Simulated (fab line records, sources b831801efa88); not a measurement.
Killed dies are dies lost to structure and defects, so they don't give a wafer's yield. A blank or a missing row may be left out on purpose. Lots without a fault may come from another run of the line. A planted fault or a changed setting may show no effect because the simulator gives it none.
Chamber matching | flow gf180mcu | GF_V4_CMP_04 on cmp-02: 4 sister chambers
The step polishes SiO2. 8 wafers are shown with their chamber, then 8 later ones without.

WAFERS WITH THEIR CHAMBER
wafer  | chamber | motor_current_A (A) | time_to_endpoint_s (s)
L265.6 | 1       | 14.3                | 87
L266.4 | 3       | 12.7                | 76
L266.5 | 0       | 11.4                | 79
L266.6 | 3       | 12.6                | 78
L268.2 | 2       | 13.2                | 86
L268.4 | 0       | 11.1                | 86
L268.5 | 2       | 12.2                | 91
L269.1 | 1       | 13.8                | 85

WAFERS WITHOUT THEIR CHAMBER
wafer  | motor_current_A (A) | time_to_endpoint_s (s)
L271.2 | 10.2                | 80
L271.5 | 12.2                | 87
L281.1 | 14.3                | 70
L281.4 | 10.8                | 79
L281.5 | 12.3                | 75
L285.2 | 12.3                | 81
L285.4 | 12.5                | 80
L285.6 | 12.5                | 78

WHICH CHAMBER EACH WENT THROUGH
wafer  | from the rows above          | in truth
L271.2 | 0                            | 0
L271.5 | can't be placed: 2 or 0      | 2
L281.1 | can't be placed: 3 or 1      | 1
L281.4 | 0                            | 0
L281.5 | 3                            | 3
L285.2 | can't be placed: 3 or 2 or 0 | 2
L285.4 | can't be placed: 3 or 2      | 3
L285.6 | 3                            | 3
Placed correctly: 4 of 8. Can't be placed from these rows: 4 (the true chamber is among the candidates in 4). Placed wrongly: 0.
How it was worked out, from the rows above alone: a wafer's distance from a chamber is the root of the sum, over the readings, of the square of ((its reading less the chamber's mean) divided by the reading's scatter). The wafer belongs to the nearest chamber; if the next one is less than 2 further off, it can't be placed. A chamber's mean is the mean of its shown wafers. The scatter: the root of (the sum of the squares of (reading less its chamber's mean) over the shown wafers, divided by (wafers less chambers)).
